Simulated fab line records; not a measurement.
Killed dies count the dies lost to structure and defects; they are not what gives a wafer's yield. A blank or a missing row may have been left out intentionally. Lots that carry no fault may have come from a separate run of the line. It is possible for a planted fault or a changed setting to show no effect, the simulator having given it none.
Problem report in the 8D (eight disciplines) form, filled by code    flow gf180mcu    the parts of the form that need people (team, actions taken, sign-off) are left out

1. THE ISSUE
MIM_ALCU_RS at GF_MIM_RS_MEAS_10 reads a mean of 0.1874 ohm/sq on 1 wafer of 1 lot; wafers without a fault read 0.1661 ohm/sq with a standard deviation of 0.0014. That is +15 standard deviations from the usual mean.
The step: measures by four-point-probe.
First seen on wafer L621.3, day 28 23:09, on film-metro-03. The record holds 27 wafers of 9 lots with a number at this step. Rule for "out" (also "out of limits"): further than 4 standard deviations from the usual mean. Any other wafer with a number is counted as sound.

2. WHAT IT IS; WHAT IT IS NOT
question                     is                 is not
which readings at this step  MIM_ALCU_RS        -
which lots                   L621               L608, L609, L612, L613, L618, L628, L630, L631
which wafers of those lots   L621.3             L621.1, L621.4
read on which gauges         film-metro-03      film-metro-01, film-metro-04
when                         from day 28 23:09  up to then (17 sound wafers); but 9 sound wafers of L628, L630, L631 came after

3. WHAT RULES OUT EACH SUSPECT
Counting: a tool at a process step up to the reading stays a suspect if it ran every lot that is out. Sound lots after the first of them don't rule it out here, since some wafers of a struck lot are sound.
- the gauge at GF_MIM_RS_MEAS_10: ruled out. All the wafers that are out were read on film-metro-03, but those of them that GF_MIM_METAL_ETCH_19 has rows for are out there too, on other tools.
- rie-metal-04 at GF_M2_METAL_ETCH_16 (etches the open film in Cl2/BCl3, stops on SiO2, target depth 750.8 nm, time 125.1 s): kept. It processed L621, the lot that is out, at day 24 05:37, and its most recent sound lot before then was L613 at day 21 04:10.
- plasma-asher-03 at GF_M2_STRIP_17 (strips in O2/N2): kept. It processed L621, the lot that is out, at day 24 05:45, and its most recent sound lot before then was L612 at day 21 01:56.
- pvd-sputter-01 at GF_MIM_SPUTTER_08 (material AlCu, target thk 200 nm, time 10.6 s): kept. It processed L621, the lot that is out, at day 28 23:05, and its most recent sound lot before then was L618 at day 28 00:10.
- At GF_M2_METAL_ETCH_16 on rie-metal-04, chamber 1 took the sound wafers of the same lots and chamber 0 took the wafers that are out.
- At GF_M2_STRIP_17 on plasma-asher-03, chamber 0 took the sound wafers of the same lots and chamber 1 took the wafers that are out.
rie-metal-04 at GF_M2_METAL_ETCH_16, plasma-asher-03 at GF_M2_STRIP_17 and pvd-sputter-01 at GF_MIM_SPUTTER_08 are what is left after counting.

4. THE CAUSE (what the simulator had put in)
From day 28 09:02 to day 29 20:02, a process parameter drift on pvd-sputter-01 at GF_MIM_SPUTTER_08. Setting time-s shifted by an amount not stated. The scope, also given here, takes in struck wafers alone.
After counting, 3 suspects remain, this tool included.

5. THE EFFECT CHAIN, in route order
Rows list readings where the struck wafers' mean (over those with a number) sits beyond 3 standard deviations from the usual. Only readings for which the record gives a usual standard deviation are gone through. hours: the time from each lot's start at the first step in this table that gives one to its start at this step, as a median over the lots. sigmas: the change in usual standard deviations.
hours  step                  reading             usual          on struck wafers  change   sigmas
0      GF_MIM_RS_MEAS_10     MIM_ALCU_RS         0.1661 ohm/sq  0.1874            +0.0213  +15
3      GF_MIM_THK_MEAS_11    MIM_ALCU_THK        193.6 nm       173.2             -20.4    -11
19     GF_MIM_METAL_ETCH_19  oes-product-au      0.929 a.u.     0.890             -0.039   -7.0
19     GF_MIM_METAL_ETCH_19  throttle-valve-pct  28.298 %       28.349            +0.051   +5.2
The process steps in it:
- GF_MIM_METAL_ETCH_19: etches the open film in Cl2/BCl3, stops on Si3N4, target depth 324.5 nm, time 54.1 s.

6. HOW IT WOULD HAVE BEEN CAUGHT EARLIER
In this record the first reading out of limits at a measuring or inspecting step was taken at day 28 23:09, 14 hours after the fault began at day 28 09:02.
Of the tool readings at GF_MIM_SPUTTER_08 for which the record gives a usual standard deviation, none was out on any struck wafer, so an alarm limit of 4 standard deviations on them would not have fired.
By day 28 23:09 the whole set of lots that are out, 1 in number, had already begun GF_MIM_SPUTTER_08 on pvd-sputter-01. None of them would have been spared by holding the tool at that moment.
